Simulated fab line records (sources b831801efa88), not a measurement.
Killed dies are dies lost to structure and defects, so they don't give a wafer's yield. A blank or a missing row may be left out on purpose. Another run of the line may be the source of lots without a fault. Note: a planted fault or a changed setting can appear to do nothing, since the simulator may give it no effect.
Code-filled problem report in 8D (eight disciplines) form	flow sfq-line	the parts of the form that need people (team, actions taken, sign-off) are left out

## 1. WHAT WENT WRONG
At SFQ_TRILAYER_I1_CMP_CMP_046, time-to-endpoint-s averages 281 s over 2 wafers from 2 lots, while fault-free wafers read 217 s, standard deviation 7.2. Measured from the usual mean, that is +8.9 standard deviations.
The step: polishes SiO2.
The first sign was on wafer L798.2 at day 20 10:40, on cmp-02. At this step, 42 wafers from 14 lots have a number in the record. Rule for "out", or "out of limits": more than 4 standard deviations from the usual mean. The other wafers with a number count as sound.

## 2. WHAT IT IS, AND WHAT IT ISN'T
question	is	is not
which readings at this step	time-to-endpoint-s	motor-current-A
which lots	L798, L799	L793, L794, L795, L796, L803, L808, L809, L811, L813, L814, L815, L816
which wafers of those lots	L798.2, L799.4	L798.1, L798.4, L799.2, L799.6
read on which tools	cmp-02	cmp-01
when	from day 20 10:40	up to then (14 sound wafers); but 26 sound wafers of L799, L803, L808, L809, L811, L813, L814, L815, L816 came after

## 3. SUSPECTS, AND WHAT RULES EACH OUT
Counting: any tool at a process step up to the reading remains a suspect provided it ran every lot that is out. Sound lots after the first of them don't rule it out here, since some wafers of a struck lot are sound.
- cmp-02 at SFQ_TRILAYER_I1_CMP_CMP_046 (polishes SiO2): kept. Ran every lot that is out, first one L798 (day 20 10:40); last sound lot up to then L795 (day 18 07:20). Out on those wafers are its own readings of time-to-endpoint-s.
- cmp-02, SFQ_TRILAYER_I1_CMP_CMP_046: wafers that are out in chamber 0, sound lot-mates in chambers 1, 2, 3.
After counting, what remains is cmp-02 at SFQ_TRILAYER_I1_CMP_CMP_046.

## 4. THE CAUSE (what the simulator had put in)
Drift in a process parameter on cmp-02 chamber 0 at SFQ_TRILAYER_I1_CMP_CMP_046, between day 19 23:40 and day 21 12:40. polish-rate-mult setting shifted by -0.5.
The count eliminated every tool but this one.

## 5. THE EFFECT CHAIN, in route order
One row per reading whose mean, taken over the struck wafers that have a number, lies over 3 standard deviations from the usual. Only readings whose record carries a usual standard deviation are examined. hours: median over the lots of the time between each lot's start at the first step of this table that gives one and its start at this step. sigmas: the change, counted in usual standard deviations.
hours	step	reading	usual	on struck wafers	change	sigmas
0	SFQ_TRILAYER_I1_CMP_CMP_046	time-to-endpoint-s	217 s	281	+64	+8.9
2	SFQ_TRILAYER_I1_METRO_MEASURE_047	thk-nm	200.5 nm	305.6	+105.1	+99 or more
158	SFQ_TRILAYER_I1_VIA_ETCH_VIA_ETCH_052	oes-product-au	0.856 a.u.	1.006	+0.150	+28
Process steps it contains:
- SFQ_TRILAYER_I1_CMP_CMP_046: polishes SiO2.
- SFQ_TRILAYER_I1_METRO_MEASURE_047
- SFQ_TRILAYER_I1_VIA_ETCH_VIA_ETCH_052: etches SiO2 in CHF3, stops on Nb, target depth 260 nm.

## 6. WHAT WOULD HAVE CAUGHT IT SOONER
First out-of-limits reading in this record: day 20 10:40, which is 11 hours after fault onset at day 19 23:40.
